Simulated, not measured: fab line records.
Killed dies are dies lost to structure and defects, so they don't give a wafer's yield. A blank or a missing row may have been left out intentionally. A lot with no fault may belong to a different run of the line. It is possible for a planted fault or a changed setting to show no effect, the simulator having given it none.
A lot that was struck, set against a sound lot / flow sky130 / 19 steps out of a route of 708
Sound: wafers L974.2, L974.4, L974.6. Wafers struck: L987.1, L987.2, L987.5. The cause comes at the end.
Each step with rows lists, per side, the tool, then ch with its chambers, then its first start. Under that, the readings that differ: sound wafers / struck wafers / difference of the means / sigmas: that difference in standard deviations of wafers without a fault.
alike: readings with means less than 2 such deviations apart, plus words and numbers identical on both sides. not compared: withheld readings, readings lacking a value on some wafer, bounds such as >300 that could conceal the same value, and numbers that have no deviation in the record and whose values overlap.
The two part at a step that has a row with sigmas, a row that says differs or no value, or rows on one side only. Numbers that have no deviation but don't overlap get no sigmas and don't part them. Lack of a reading on every wafer of one side parts them only where that side has two or more wafers.

first, 4 steps without rows for these wafers: SKY_NWELL_SOFTBAKE_06; SKY_NWELL_EXPOSE_07 (exposes mask NWM, target cd 840 nm); SKY_NWELL_PEB_08; SKY_NWELL_DEVELOP_09 (develop time 60 s).
SKY_NWELL_OVL_MEAS_10:
  sound: overlay-02 at day 6 05:31; struck: overlay-01 at day 9 08:55
  alike: NWELL_00_OVL
then, 3 steps without rows for these wafers: SKY_NWELL_IMPLANT_11; SKY_NWELL_IMPLANT_12; SKY_NWELL_IMPLANT_13.
SKY_NWELL_STRIP_14: strips in O2/N2.
  sound on plasma-asher-04 ch 0,1, day 6 06:00; struck on plasma-asher-01 ch 0,1, day 9 09:24
  alike: chamber-pressure-mTorr, drypump-motor-current-A, oes-product-au, strip-time-to-endpoint-s
  not compared: rf-hours-counter-h
SKY_NWELL_TW_MEAS_15:
  sound: film-metro-03 at day 6 06:07; struck: film-metro-04 at day 9 09:30
reading=NWELL_TW; sound=1802 1815 1812; struck=1825 1831 1836; difference=+21; sigmas=+2
then, 2 steps without rows for these wafers: SKY_NWELL_DEHYDRATE_16 (time 60 s); SKY_NWELL_HMDS_17 (prime time 60 s).
SKY_NWELL_COAT_18: resist thk 3000 nm.
  sound on litho-track-03 ch 0, day 6 15:10; struck on litho-track-02, day 9 19:46
  no value came back on the struck wafers for chill-plate-temp-C (C), dispense-pressure-kPa (kPa); on the sound wafers chill-plate-temp-C (C) reads 22.98 23.03 22.93
then, 4 steps without rows for these wafers: SKY_NWELL_SOFTBAKE_19; SKY_NWELL_EXPOSE_20 (exposes mask NWM COMPLEMENT, target cd 840 nm); SKY_NWELL_PEB_21; SKY_NWELL_DEVELOP_22 (develop time 60 s).
SKY_NWELL_OVL_MEAS_23:
  sound: overlay-02 at day 7 01:01; struck: overlay-02 at day 10 06:52
reading=NWELL_01_OVL (nm); sound=1.4 -0.8 1.0; struck=- - -; difference=no value on the struck wafers; sigmas=
next, for these wafers, 1 step has no rows: SKY_NWELL_IMPLANT_24.

WHERE THEY PART
Last at SKY_NWELL_OVL_MEAS_23 as far as this record goes, first at SKY_NWELL_TW_MEAS_15.

WHY: what the simulator had put in
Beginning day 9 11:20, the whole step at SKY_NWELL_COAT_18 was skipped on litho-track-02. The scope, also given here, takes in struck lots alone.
